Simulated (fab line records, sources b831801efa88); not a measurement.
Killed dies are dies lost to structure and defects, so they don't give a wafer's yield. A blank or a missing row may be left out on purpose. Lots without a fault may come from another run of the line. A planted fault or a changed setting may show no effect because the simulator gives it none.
A struck lot beside a sound one | flow sky130 | 44 steps out of a route of 708
Sound: wafers L172.2, L172.3, L172.6. Struck: wafers L188.3, L188.5, L188.6. The cause comes at the end.
At each step with rows: each side's tool, then ch and its chambers, then its first start. Under that, the readings that differ: sound wafers | struck wafers | difference of the means | sigmas: that difference in standard deviations of wafers without a fault.
alike: readings whose means differ by less than 2 such deviations, and words and numbers that are the same on both sides. not compared: withheld readings, readings that some wafer has no value for, bounds like >300 that may hide the same value, and numbers for which the record gives no deviation and whose values overlap.
The two part at a step that has a row with sigmas, a row that says differs or no value, or rows on one side only. Numbers that don't overlap but have no deviation are shown without sigmas and don't part them. A reading that every wafer of one side lacks parts them only if that side has two wafers or more.

first, 2 steps without rows for these wafers: SKY_DNWELL_DEVELOP_06 (develop time 60 s); SKY_DNWELL_IMPLANT_07.
SKY_DNWELL_STRIP_08: strips in O2/N2.
  sound on plasma_asher-01 ch 0,1, day 3 23:32; struck on plasma_asher-01 ch 0,1, day 7 11:55
  alike: drypump_motor_current_A, oes_product_au, strip_time_to_endpoint_s
  not compared: rf_hours_counter_h
SKY_DNWELL_TW_MEAS_09:
  sound on film_metro-01, day 3 23:39; struck on film_metro-02, day 7 12:01
  alike: DNWELL_TW
then, 7 steps without rows for these wafers: SKY_PWDE_DEHYDRATE_00 (time 60 s); SKY_PWDE_HMDS_01 (prime time 60 s); SKY_PWDE_COAT_02 (resist thk 3000 nm); SKY_PWDE_SOFTBAKE_03; SKY_PWDE_EXPOSE_04 (exposes mask PWDEM, target cd 840 nm); SKY_PWDE_PEB_05; SKY_PWDE_DEVELOP_06 (develop time 60 s).
SKY_PWDE_OVL_MEAS_07:
  sound on overlay-01, day 4 15:47; struck on overlay-02, day 8 07:57
  reading       | sound          | struck      | difference | sigmas
  PWDE_OVL (nm) | -1.3 -2.2 -1.4 | 1.5 1.2 3.4 | +3.7       | +3
SKY_PWDE_IMPLANT_08:
  sound on implanter-04 ch 0, day 4 15:50; struck on implanter-04 ch 0, day 8 08:02
  reading                          | sound                     | struck                          | difference  | sigmas
  beam_on_s (s)                    | 10.06 9.92 10.09          | 12.77 12.54 12.53               | +2.59       | +14
  end_station_pressure_torr (Torr) | 4.9e-06 5.11e-06 5.03e-06 | 0.00011447 0.00010156 0.0001059 | +0.00010230 | +99 or more
  faraday_current_uA               | 20.2 20.6 20.2            | 16.0 16.4 16.3                  | -4.1        | -11
SKY_PWDE_STRIP_09: strips in O2/N2.
  sound on plasma_asher-01 ch 0,1, day 4 15:58; struck on plasma_asher-04 ch 0,1, day 8 08:10
  alike: drypump_motor_current_A, oes_product_au, strip_time_to_endpoint_s
  not compared: rf_hours_counter_h
SKY_PWDE_TW_MEAS_10:
  sound on film_metro-01, day 4 16:05; struck on film_metro-03, day 8 08:15
  reading | sound       | struck      | difference | sigmas
  PWDE_TW | 373 372 373 | 401 400 399 | +27        | +9
then, 7 steps without rows for these wafers: SKY_NWELL_DEHYDRATE_03 (time 60 s); SKY_NWELL_HMDS_04 (prime time 60 s); SKY_NWELL_COAT_05 (resist thk 3000 nm); SKY_NWELL_SOFTBAKE_06; SKY_NWELL_EXPOSE_07 (exposes mask NWM, target cd 840 nm); SKY_NWELL_PEB_08; SKY_NWELL_DEVELOP_09 (develop time 60 s).
SKY_NWELL_OVL_MEAS_10:
  sound on overlay-01, day 5 09:52; struck on overlay-01, day 9 05:05
  alike: NWELL_00_OVL
then, 3 steps without rows for these wafers: SKY_NWELL_IMPLANT_11; SKY_NWELL_IMPLANT_12; SKY_NWELL_IMPLANT_13.
SKY_NWELL_STRIP_14: strips in O2/N2.
  sound on plasma_asher-03 ch 0,1, day 5 10:21; struck on plasma_asher-01 ch 0,1, day 9 05:35
  reading                     | sound          | struck         | difference | sigmas
  drypump_motor_current_A (A) | 6.20 6.17 5.74 | 5.66 5.66 5.66 | -0.38      | -2
  alike: oes_product_au, strip_time_to_endpoint_s
  not compared: rf_hours_counter_h
SKY_NWELL_TW_MEAS_15:
  sound on film_metro-03, day 5 10:28; struck on film_metro-02, day 9 05:41
  reading  | sound          | struck         | difference | sigmas
  NWELL_TW | 1833 1829 1822 | 1791 1790 1784 | -40        | -2
then, 7 steps without rows for these wafers: SKY_NWELL_DEHYDRATE_16 (time 60 s); SKY_NWELL_HMDS_17 (prime time 60 s); SKY_NWELL_COAT_18 (resist thk 3000 nm); SKY_NWELL_SOFTBAKE_19; SKY_NWELL_EXPOSE_20 (exposes mask NWM COMPLEMENT, target cd 840 nm); SKY_NWELL_PEB_21; SKY_NWELL_DEVELOP_22 (develop time 60 s).
SKY_NWELL_OVL_MEAS_23:
  sound on overlay-02, day 6 04:08; struck on overlay-01, day 10 02:59
  alike: NWELL_01_OVL
then, 1 step without rows for these wafers: SKY_NWELL_IMPLANT_24.
SKY_NWELL_STRIP_25: strips in O2/N2.
  sound on plasma_asher-03 ch 0,1, day 6 04:19; struck on plasma_asher-04 ch 0,1, day 10 03:11
  alike: drypump_motor_current_A, oes_product_au, strip_time_to_endpoint_s
  not compared: rf_hours_counter_h
SKY_NWELL_TW_MEAS_26:
  sound on film_metro-01, day 6 04:25; struck on film_metro-01, day 10 03:17
  alike: NWELL_2_TW
then, 1 step without rows for these wafers: SKY_NWELL_CLEAN_27 (cleans in SC1/SC2, time 150 s).
SKY_NWELL_RTA_28: time 30 s.
  sound on rtp_anneal-01 ch 0, day 6 04:32; struck on rtp_anneal-02 ch 0, day 10 03:25
  alike: lamp_power_pct, wafer_temp_C_max
SKY_NWELL_RS_MEAS_29: measures by four-point-probe.
  sound on film_metro-02, day 6 04:38; struck on film_metro-01, day 10 03:31
  reading           | sound             | struck            | difference | sigmas
  NWELL_RS (ohm/sq) | 620.2 621.2 621.1 | 625.6 624.6 625.1 | +4.3       | +2
SKY_NWELL_RS_MEAS_31: measures by four-point-probe.
  sound on film_metro-02, day 6 04:53; struck on film_metro-01, day 10 03:46
  reading          | sound          | struck         | difference | sigmas
  PWDE_RS (ohm/sq) | 5288 5284 5271 | 4433 4436 4433 | -847       | -53
-- the record jumps here: 40 days lie between the struck wafers' starts before and after (it left off in module NWELL and takes up again in module PAD_OPEN, whose first step shown is number 708 of the route) --
SKY_PAD_OPEN_PROBE_99:
  sound on prober-01, day 46 22:34; struck on prober-02, day 50 05:35
  reading                                   | sound                      | struck         | difference | sigmas
  model.etest.res_p_drift_20v.line_ohm_um   | 1.1e+04 1.059e+04 1.09e+04 | 9445 9349 9677 | -1340      |
  model.etest.res_p_drift_20v.rs_ohm_sq     | 9089 8736 9190             | 7922 7819 8076 | -1066      |
  model.etest.res_pwde_under_gate.rs_ohm_sq | 6130 6154 6175             | 5060 5028 5030 | -1114      |
  alike: killed_at_M0_to_M3, killed_at_M4_up, killed_at_contacts, killed_at_front_end, killed_at_other, killed_dies, killed_open, killed_short

WHERE THEY PART
First at SKY_PWDE_OVL_MEAS_07; last, within this record, at SKY_NWELL_RS_MEAS_31. Later steps at which nothing parts them and some readings are alike: SKY_PAD_OPEN_PROBE_99.

WHY: what the simulator had put in
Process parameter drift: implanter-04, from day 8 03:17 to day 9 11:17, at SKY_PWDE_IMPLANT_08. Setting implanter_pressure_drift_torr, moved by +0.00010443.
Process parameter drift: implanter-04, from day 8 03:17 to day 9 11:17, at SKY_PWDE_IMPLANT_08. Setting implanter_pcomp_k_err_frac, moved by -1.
